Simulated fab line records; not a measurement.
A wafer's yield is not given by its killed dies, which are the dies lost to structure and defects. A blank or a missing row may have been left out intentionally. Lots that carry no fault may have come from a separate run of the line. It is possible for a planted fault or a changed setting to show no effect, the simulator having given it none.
A struck lot beside a sound one    flow gf180mcu    15 out of 602 route steps
Sound: wafers L421.2, L421.3, L421.6. Struck: wafers L435.4, L435.5. (L435.3 of the same lot was not struck and is left out.) The cause comes at the end.
Order at every step that has rows: each side's tool, ch and its chambers, its first start. Under that, the readings that differ: sound wafers    struck wafers    difference of the means    sigmas: that difference in standard deviations of wafers without a fault.
alike: readings with means less than 2 such deviations apart, plus words and numbers identical on both sides. not compared: withheld readings, readings lacking a value on some wafer, bounds such as >300 that could conceal the same value, and numbers that have no deviation in the record and whose values overlap.
A row with sigmas, a row that says differs or no value, or rows on one side alone: a step with any of these is where the two part. When numbers do not overlap yet have no deviation, they are printed without sigmas and do not part them. A reading that every wafer of one side lacks parts them only if that side has two wafers or more.

GF_V4_STRIP_18: strips in O2/N2.
  sound on plasma_asher-01 ch 0,1, day 26 19:28; struck on plasma_asher-03 ch 0, day 30 12:12
reading                sound              struck       difference  sigmas
oes_product_au (a.u.)  0.577 0.600 0.584  0.599 0.597  +0.011      +2
  alike: drypump_motor_current_A, heater_power_w
  not compared: rf_hours_counter_h
then, 3 steps without rows for these wafers: GF_V4_STRIP_19 (strips in post etch residue remover, time 1200 s); GF_V4_CLEAN_20 (cleans in DIW); GF_V4_SPUTTER_21 (material Ti, target thk 15 nm, time 80.02 s).
GF_V4_SPUTTER_22: material TiN, target thk 10 nm, time 40 s.
  sound on pvd_sputter-04, day 26 20:03; struck on pvd_sputter-03, day 30 12:46
  alike: cathode_dc_power_W, throttle_valve_pct
then, 1 step without rows for these wafers: GF_V4_CVD_23 (deposits W, target thk 350 nm, time 104.9 s).
GF_V4_RS_MEAS_24: uses a four-point probe to measure.
  sound on film_metro-03, day 26 20:14; struck on film_metro-03, day 30 12:58
  alike: V4_W_RS
GF_V4_THK_MEAS_25: measures by xrf.
  sound on film_metro-03, day 26 20:20; struck on film_metro-03, day 30 13:04
  alike: V4_W_THK
GF_V4_CMP_26: polishes, stops on SiO2, t overpolish 15 s, target thk 0 nm.
  sound on cmp-02 ch 1,3, day 26 20:26; struck on cmp-01 ch 1,3, day 30 13:06
  alike: edge_zone_pressure_frac, motor_current_A, overpolish_run_s, time_to_endpoint_s
then, 1 step without rows for these wafers: GF_MIM_SPUTTER_00 (material Ti, target thk 37.5 nm, time 150 s).
GF_MIM_SPUTTER_01: material TiN, target thk 30 nm, time 25 s.
  sound on pvd_sputter-02, day 26 20:47; struck on pvd_sputter-02, day 30 13:30
reading                 sound                 struck         difference  sigmas
cathode_dc_power_W (W)  6500.4 6501.0 6502.5  6499.1 6498.3  -2.6        -2
  alike: throttle_valve_pct
then, 1 step without rows for these wafers: GF_MIM_SPUTTER_02 (material AlCu, target thk 450 nm, time 23.9 s).
GF_MIM_SPUTTER_03: material Ti, target thk 10 nm, time 6.7 s.
  sound on pvd_sputter-02, day 26 20:51; struck on pvd_sputter-02, day 30 13:34
reading                                 sound              struck       difference  sigmas
model.Ti_of_MIM_SPUTTER_03.thk_nm (nm)  9.968 9.964 10.03  7.358 7.736  -2.440      
  alike: cathode_dc_power_W, substrate_temp_c, throttle_valve_pct
GF_MIM_SPUTTER_04: material TiN, target thk 50 nm, time 41.7 s.
  sound on pvd_sputter-02, day 26 20:52; struck on pvd_sputter-02, day 30 13:35
  alike: cathode_dc_power_W, throttle_valve_pct
-- the record jumps here: 4 days lie between the struck wafers' starts before and after (it left off in module MIM and takes up again in module PASSIVATION, whose first step shown is number 602 of the route) --
GF_PASSIVATION_PROBE_99:
  record: rows for the struck wafers here (prober-01, day 34 19:10), none for the sound ones

## WHERE THEY PART
Last at GF_PASSIVATION_PROBE_99 as far as this record goes, first at GF_V4_STRIP_18.

WHY: what had been put in by the simulator
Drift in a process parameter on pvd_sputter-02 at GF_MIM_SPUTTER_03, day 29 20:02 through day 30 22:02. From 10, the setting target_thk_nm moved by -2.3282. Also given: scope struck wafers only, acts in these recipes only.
